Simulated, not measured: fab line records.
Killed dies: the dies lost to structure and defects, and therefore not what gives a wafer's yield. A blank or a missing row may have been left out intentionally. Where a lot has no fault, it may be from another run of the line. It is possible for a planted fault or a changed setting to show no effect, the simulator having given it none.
fab line records	flow gf180mcu
record lots=12	wafers=36	last-day=34
route steps=602 shown MVPSD@86 HV_LDD@225 PSD@256
lots that met no fault: from a run of the same line without faults
start-h: the number of hours between the record's first day and the start of the first shown wafer of the lot	wait-h: hours from the lot's prior step to this one	" repeats the value in the row above	L1.1+2: one row covering several wafers at once	- no value present, or no start provided	* or withheld: withheld	< > ~ a bound
route shown NAME@n: names a module that has steps shown in the file, with the first one's number in the route	usual: mean/standard deviation taken from wafers without a fault	same: alike in all rows	chamber/n: place in a boat	sites: each site's reading	_std_site: standard deviation across them	_edge_site: the outer-site mean with the inner-site mean subtracted	radius-mm: for every site, how far away it sits from the centre of the wafer	mask NAME#n: copy n	behind: the most recent tool/chamber to have shaped the wafer	hold: why the lot was held/for how many hours/how that ended	device: whichever transistor did not switch (one of n, p or np)	end of line: the route-end tests of the same wafers	a step with no rows: only its recipe	killed: count of dies lost to structure and defects at first sort (not the wafer's yield)	map: shows each die of a wafer: x if killed, . if not, _ if none is there
set.NAME: the setting as run; set.NAME@STEP: as run at that earlier step	model.NAME: the simulator's own value behind a step, which no gauge read
a sample of lots followed through the steps of the route, with each step as a table and each wafer as a row
services: from which hour (start-h, from the record's first day; less than 0 if before it) a tool's chamber was out of use, for how many hours, and why
## steps
# step GF_MVPSD_IMPLANT_08
# recipe species=B	energy-kev=170	dose-cm2=1.5e+13	tilt-deg=0
# usual dose-ions-cm2=1.4998e+13/1.3e+10	faraday-current-uA=84.7/1.7
# same implant-ion-amu=11
lot.wafer	tool	chamber	start-h	wait-h	dose-ions-cm2	faraday-current-uA
L753.2	implanter-03	0	103.21	0.0	1.4998e+13	85.5
L753.4	"	0	"	"	1.4985e+13	84.9
L753.5	"	0	"	"	1.4988e+13	83.8
L756.2	implanter-04	0	120.30	0.0	1.4998e+13	84.9
L756.3	"	0	"	"	1.5017e+13	86.0
L756.6	"	0	"	"	1.5007e+13	85.3
L757.2	implanter-04	0	126.90	0.0	1.4991e+13	81.4
L757.3	"	0	"	"	1.4988e+13	82.9
L757.6	"	0	"	"	1.5007e+13	86.2
L758.3	implanter-04	0	133.53	0.1	1.2893e+13	75.0
L758.5	"	0	"	"	1.2882e+13	71.0
L758.6	"	0	"	"	1.2901e+13	74.4
L759.1	implanter-04	0	139.19	0.0	1.292e+13	76.2
L759.3	"	0	"	"	1.2877e+13	72.6
L759.5	"	0	"	"	1.2908e+13	71.9
L766.2	implanter-03	0	186.36	0.0	1.4984e+13	85.9
L766.3	"	0	"	"	1.4986e+13	82.7
L766.6	"	0	"	"	1.4981e+13	86.3
L768.2	implanter-01	0	195.50	0.0	1.5019e+13	85.2
L768.3	"	0	"	"	1.4998e+13	84.8
L768.4	"	0	"	"	1.4978e+13	82.8
L769.1	implanter-04	0	209.77	0.0	1.4995e+13	86.1
L769.2	"	0	"	"	1.5013e+13	85.0
L769.4	"	0	"	"	1.4993e+13	83.2
L770.2	implanter-03	0	210.50	0.0	1.5003e+13	86.1
L770.3	"	0	"	"	1.5001e+13	85.2
L770.5	"	0	"	"	1.4996e+13	86.3
L772.2	implanter-01	0	221.57	0.0	1.5009e+13	86.5
L772.5	"	0	"	"	1.5009e+13	84.1
L772.6	"	0	"	"	1.5025e+13	84.0
L773.2	implanter-04	0	227.56	0.0	1.5012e+13	85.2
L773.4	"	0	"	"	1.5003e+13	84.4
L773.6	"	0	"	"	1.4997e+13	84.6
L775.1	implanter-04	0	240.27	0.0	1.4988e+13	86.0
L775.4	"	0	"	"	1.4984e+13	88.1
L775.5	"	0	"	"	1.4981e+13	82.1
# step GF_MVPSD_TW_MEAS_11
# usual MVPSD_TW=552/3.3
lot.wafer	tool	chamber	start-h	wait-h	hold	MVPSD_TW
L753.2	film-metro-01	-	103.59	0.1	-	549
L753.4	"	-	"	"	-	546
L753.5	"	-	"	"	-	551
L756.2	film-metro-01	-	120.68	0.1	-	552
L756.3	"	-	"	"	-	552
L756.6	"	-	"	"	-	550
L757.2	film-metro-03	-	127.28	0.1	-	547
L757.3	"	-	"	"	-	548
L757.6	"	-	"	"	-	549
L758.3	film-metro-01	-	133.90	0.1	await-dispo/0.2h/release	531
L758.5	"	-	"	"	await-dispo/0.2h/release	529
L758.6	"	-	"	"	await-dispo/0.2h/release	531
L758.3	film-metro-01	-	134.13	0.2	-	533
L758.5	"	-	"	"	-	534
L758.6	"	-	"	"	-	532
L759.1	film-metro-02	-	139.59	0.1	await-dispo/0.2h/release	530
L759.3	"	-	"	"	await-dispo/0.2h/release	531
L759.5	"	-	"	"	await-dispo/0.2h/release	532
L759.1	film-metro-02	-	139.82	0.2	-	533
L759.3	"	-	"	"	-	531
L759.5	"	-	"	"	-	531
L766.2	film-metro-01	-	186.74	0.1	-	552
L766.3	"	-	"	"	-	558
L766.6	"	-	"	"	-	556
L768.2	film-metro-01	-	195.88	0.1	-	553
L768.3	"	-	"	"	-	551
L768.4	"	-	"	"	-	550
L769.1	film-metro-02	-	210.17	0.1	-	550
L769.2	"	-	"	"	-	550
L769.4	"	-	"	"	-	549
L770.2	film-metro-01	-	210.88	0.1	-	553
L770.3	"	-	"	"	-	554
L770.5	"	-	"	"	-	552
L772.2	film-metro-02	-	221.95	0.1	-	553
L772.5	"	-	"	"	-	556
L772.6	"	-	"	"	-	557
L773.2	film-metro-03	-	227.94	0.1	-	550
L773.4	"	-	"	"	-	547
L773.6	"	-	"	"	-	550
L775.1	film-metro-02	-	240.67	0.1	-	554
L775.4	"	-	"	"	-	555
L775.5	"	-	"	"	-	556
# step GF_VT_IMPLANT_RS_MEAS_49
# recipe thk-meas-gauge=four-point-probe
# usual MVPSD_RS=1168.0/3
lot.wafer	tool	chamber	start-h	wait-h	hold	MVPSD_RS[ohm/sq]
L753.2	film-metro-02	-	165.20	0.1	-	1168.7
L753.4	"	-	"	"	-	1169.3
L753.5	"	-	"	"	-	1167.4
L756.2	film-metro-03	-	185.63	0.1	-	1169.8
L756.3	"	-	"	"	-	1168.2
L756.6	"	-	"	"	-	1170.1
L757.2	film-metro-03	-	192.50	0.1	-	1175.8
L757.3	"	-	"	"	-	1172.1
L757.6	"	-	"	"	-	1171.5
L758.3	film-metro-01	-	199.45	0.1	await-dispo/0.2h/release	1260.7
L758.5	"	-	"	"	await-dispo/0.2h/release	1257.8
L758.6	"	-	"	"	await-dispo/0.2h/release	1258.9
L758.3	film-metro-01	-	199.74	0.3	-	1261.3
L758.5	"	-	"	"	-	1259.3
L758.6	"	-	"	"	-	1261.8
L759.1	film-metro-02	-	205.72	0.1	await-dispo/0.2h/release	1266.1
L759.3	"	-	"	"	await-dispo/0.2h/release	1263.2
L759.5	"	-	"	"	await-dispo/0.2h/release	1262.4
L759.1	film-metro-02	-	206.00	0.3	-	1265.1
L759.3	"	-	"	"	-	1263.3
L759.5	"	-	"	"	-	1259.5
L766.2	film-metro-01	-	260.05	0.1	-	1170.1
L766.3	"	-	"	"	-	1169.5
L766.6	"	-	"	"	-	1166.1
L768.2	film-metro-01	-	269.50	0.1	-	1168.7
L768.3	"	-	"	"	-	1166.2
L768.4	"	-	"	"	-	1164.9
L769.1	film-metro-02	-	284.56	0.1	-	1173.0
L769.2	"	-	"	"	-	1168.8
L769.4	"	-	"	"	-	1166.7
L770.2	film-metro-02	-	285.53	0.1	-	1163.3
L770.3	"	-	"	"	-	1168.8
L770.5	"	-	"	"	-	1164.7
L772.2	film-metro-01	-	298.87	0.1	-	1171.3
L772.5	"	-	"	"	-	1168.9
L772.6	"	-	"	"	-	1165.0
L773.2	film-metro-02	-	304.53	0.1	-	1168.1
L773.4	"	-	"	"	-	1166.6
L773.6	"	-	"	"	-	1164.5
L775.1	film-metro-03	-	319.16	0.1	-	1166.2
L775.4	"	-	"	"	-	1161.9
L775.5	"	-	"	"	-	1164.7
# step GF_HV_LDD_STRIP_49
# recipe chemistry=O2/N2	power-w=1400	pressure-mtorr=1500	platen-temp-c=250	o2-flow-sccm=3000	n2-flow-sccm=300	overash-fraction=0.5
# usual drypump-motor-current-A=5.6/0.4	heater-power-w=322/35	n2-flow-sccm=300.0/0.89	oes-product-au=0.716/0.0045	strip-time-to-endpoint-s=12.64/0.033
lot.wafer	tool	chamber	start-h	wait-h	drypump-motor-current-A	heater-power-w	n2-flow-sccm	oes-product-au	rf-hours-counter-h	strip-time-to-endpoint-s
L753.2	plasma-asher-03	0	286.34	0.1	6.0	306	299.5	0.715	70	12.62
L753.4	"	1	"	"	5.4	395	299.2	0.714	-	12.62
L753.5	"	0	"	"	6.0	307	299.2	0.711	-	12.63
L756.2	plasma-asher-04	1	308.75	0.1	5.8	313	299.6	0.716	56	12.64
L756.3	"	1	"	"	5.8	310	299.1	0.715	-	12.66
L756.6	"	1	"	"	5.8	313	299.4	0.724	-	12.63
L757.2	plasma-asher-01	0	311.96	0.1	6.2	304	300.1	0.718	62	12.64
L757.3	"	0	"	"	6.2	309	300.9	0.712	-	12.66
L757.6	"	1	"	"	5.2	340	299.8	0.723	-	12.64
L758.3	plasma-asher-01	0	326.84	0.1	6.2	301	300.6	0.717	-	12.60
L758.5	"	1	"	"	5.1	345	297.8	0.714	-	12.58
L758.6	"	0	"	"	6.1	302	301.5	0.710	-	12.59
L759.1	plasma-asher-01	1	334.55	0.1	5.2	339	300.8	0.711	64	12.65
L759.3	"	0	"	"	6.2	305	300.6	0.709	-	12.62
L759.5	"	0	"	"	6.2	300	300.0	0.719	-	12.68
L766.2	plasma-asher-04	1	404.74	0.1	5.8	322	299.1	0.722	66	12.67
L766.3	"	0	"	"	5.2	282	300.1	0.710	-	12.60
L766.6	"	0	"	"	5.2	274	299.9	0.721	-	12.65
L768.2	plasma-asher-01	0	409.24	0.1	6.2	299	299.8	0.713	72	12.66
L768.3	"	1	"	"	5.2	342	299.8	0.720	-	12.64
L768.4	"	0	"	"	6.2	314	301.2	0.720	-	12.69
L770.2	plasma-asher-01	0	426.85	0.1	6.2	305	299.4	0.714	74	12.61
L770.3	"	0	"	"	6.2	303	299.8	0.709	-	12.66
L770.5	"	0	"	"	6.1	305	300.0	0.717	-	12.63
L769.1	plasma-asher-01	0	428.69	0.1	6.1	300	300.9	0.719	74	12.66
L769.2	"	1	"	"	5.2	333	299.9	0.718	74	12.62
L769.4	"	1	"	"	5.2	345	299.8	0.710	-	12.64
L772.2	plasma-asher-03	1	443.41	0.1	5.4	365	298.5	0.725	1	12.63
L772.5	"	0	"	"	6.0	299	299.3	0.712	-	12.69
L772.6	"	1	"	"	5.3	374	299.3	0.718	-	12.68
L773.2	plasma-asher-04	0	450.56	0.1	5.2	276	301.6	0.711	71	12.57
L773.4	"	1	"	"	5.8	320	299.8	0.711	-	12.56
L773.6	"	1	"	"	5.8	316	300.9	0.718	-	12.53
L775.1	plasma-asher-03	0	468.11	0.1	6.0	307	300.0	0.719	4	12.64
L775.4	"	1	"	"	5.4	376	301.5	0.718	-	12.62
L775.5	"	1	"	"	5.4	385	300.9	0.709	-	12.63
# step GF_PSD_OVL_MEAS_08
# usual PSD_OVL=0.7/1.6
lot.wafer	tool	chamber	start-h	wait-h	PSD_OVL[nm]
L753.2	overlay-02	-	330.84	0.1	3.8
L753.4	"	-	"	"	3.7
L753.5	"	-	"	"	3.2
L756.2	overlay-02	-	355.16	0.1	3.3
L756.3	"	-	"	"	3.9
L756.6	"	-	"	"	4.0
L757.2	overlay-01	-	358.21	0.1	-0.5
L757.3	"	-	"	"	-0.4
L757.6	"	-	"	"	2.5
L758.3	overlay-01	-	373.59	0.1	-0.9
L758.5	"	-	"	"	-2.9
L758.6	"	-	"	"	0.6
L759.1	overlay-02	-	382.88	0.1	0.1
L759.3	"	-	"	"	1.3
L759.5	"	-	"	"	0.9
L766.2	overlay-01	-	457.54	0.1	3.8
L766.3	"	-	"	"	2.1
L766.6	"	-	"	"	2.5
L768.2	overlay-01	-	461.76	0.1	1.8
L768.3	"	-	"	"	2.0
L768.4	"	-	"	"	2.1
L770.2	overlay-01	-	479.09	0.1	-1.0
L770.3	"	-	"	"	1.2
L770.5	"	-	"	"	1.6
L769.1	overlay-01	-	480.87	0.1	-1.1
L769.2	"	-	"	"	-2.3
L769.4	"	-	"	"	1.9
L772.2	overlay-01	-	495.06	0.1	-0.2
L772.5	"	-	"	"	-0.7
L772.6	"	-	"	"	-1.0
L773.2	overlay-02	-	501.89	0.1	1.0
L773.4	"	-	"	"	-1.5
L773.6	"	-	"	"	1.7
L775.1	overlay-01	-	518.68	0.1	-1.2
L775.4	"	-	"	"	1.1
L775.5	"	-	"	"	1.1
# step GF_PSD_TW_MEAS_11
# usual PSD_TW=3176/30
lot.wafer	tool	chamber	start-h	wait-h	PSD_TW
L753.2	film-metro-04	-	331.13	0.1	3192
L753.4	"	-	"	"	3199
L753.5	"	-	"	"	3197
L756.2	film-metro-03	-	355.45	0.1	3148
L756.3	"	-	"	"	3111
L756.6	"	-	"	"	3122
L757.2	film-metro-03	-	358.50	0.1	3137
L757.3	"	-	"	"	3124
L757.6	"	-	"	"	3115
L758.3	film-metro-01	-	373.89	0.1	3162
L758.5	"	-	"	"	3173
L758.6	"	-	"	"	3174
L759.1	film-metro-01	-	383.17	0.1	3157
L759.3	"	-	"	"	3163
L759.5	"	-	"	"	3160
L766.2	film-metro-01	-	457.83	0.1	3158
L766.3	"	-	"	"	3159
L766.6	"	-	"	"	3161
L768.2	film-metro-04	-	462.05	0.1	3203
L768.3	"	-	"	"	3193
L768.4	"	-	"	"	3201
L770.2	film-metro-03	-	479.38	0.1	3165
L770.3	"	-	"	"	3143
L770.5	"	-	"	"	3153
L769.1	film-metro-04	-	481.16	0.1	3214
L769.2	"	-	"	"	3217
L769.4	"	-	"	"	3203
L772.2	film-metro-01	-	495.35	0.1	3178
L772.5	"	-	"	"	3170
L772.6	"	-	"	"	3178
L773.2	film-metro-03	-	502.18	0.1	3149
L773.4	"	-	"	"	3135
L773.6	"	-	"	"	3131
L775.1	film-metro-01	-	518.97	0.1	3176
L775.4	"	-	"	"	3171
L775.5	"	-	"	"	3176
## services
tool	chamber	start-h	hours	kind
implanter-03	-	81.84	7.1	repair
implanter-03	-	103.79	3.7	pm
implanter-03	-	108.36	6.7	repair
implanter-01	-	152.99	4.8	pm
implanter-01	-	159.71	7.8	repair
implanter-03	-	172.48	5.0	pm
plasma-asher-01	-	185.95	8.8	repair
implanter-03	-	215.25	1.6	repair
implanter-03	-	226.24	8.2	repair
implanter-04	-	232.72	4.3	pm
plasma-asher-04	-	244.23	1.1	repair
implanter-04	-	281.43	123.6	pm
implanter-03	-	284.46	1.8	repair
plasma-asher-03	-	296.93	3.7	repair
implanter-01	-	323.31	1.0	repair
implanter-01	-	326.32	5.1	pm
plasma-asher-03	-	339.10	4.8	pm
plasma-asher-03	-	351.34	0.7	repair
implanter-04	-	405.97	1.6	repair
implanter-01	-	409.00	6.2	pm
implanter-01	-	417.39	1.3	repair
plasma-asher-03	-	421.25	9.0	pm
plasma-asher-03	0	421.25	9.0	vent-cycle
plasma-asher-03	1	421.25	9.0	vent-cycle
## key
first-sign step=GF_MVPSD_IMPLANT_08	reading=dose-ions-cm2	direction=down	sigmas=99+	usual=1.4998e+13	struck=1.2897e+13
effect step=GF_MVPSD_IMPLANT_08	reading=faraday-current-uA	direction=down	sigmas=6.7	usual=84.7	struck=73.5
effect step=GF_MVPSD_TW_MEAS_11	reading=visit	direction=added
effect step=GF_MVPSD_TW_MEAS_11	reading=MVPSD_TW	direction=down	sigmas=6.6	usual=552	struck=531
effect step=GF_VT_IMPLANT_RS_MEAS_49	reading=MVPSD_RS	direction=up	sigmas=32	usual=1168.0	struck=1261.5
met-at GF_MVPSD_IMPLANT_08
struck-lots L758,L759
tester-left-out L758,L759
not-acting-at GF_HV_LDD_STRIP_49,GF_PSD_OVL_MEAS_08,GF_PSD_TW_MEAS_11
onset-between 126.90 133.53
fault kind=process-parameter-drift	tool=implanter-04	chamber=-	onset-h=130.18	steps=GF_MVPSD_IMPLANT_08	channel=dose-cm2	offset=-2.097e+12	shape=step	end-h=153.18	acts-in=these-recipes-only	stated=1.5e+13
# tester-left-out: of these lots the tester's yield and bins aren't shown, on N5 and GAA mostly nor the transistor test; their killed dies are dies lost to structure and defects alone, not to doping, threshold or leakage, so they don't give the yield
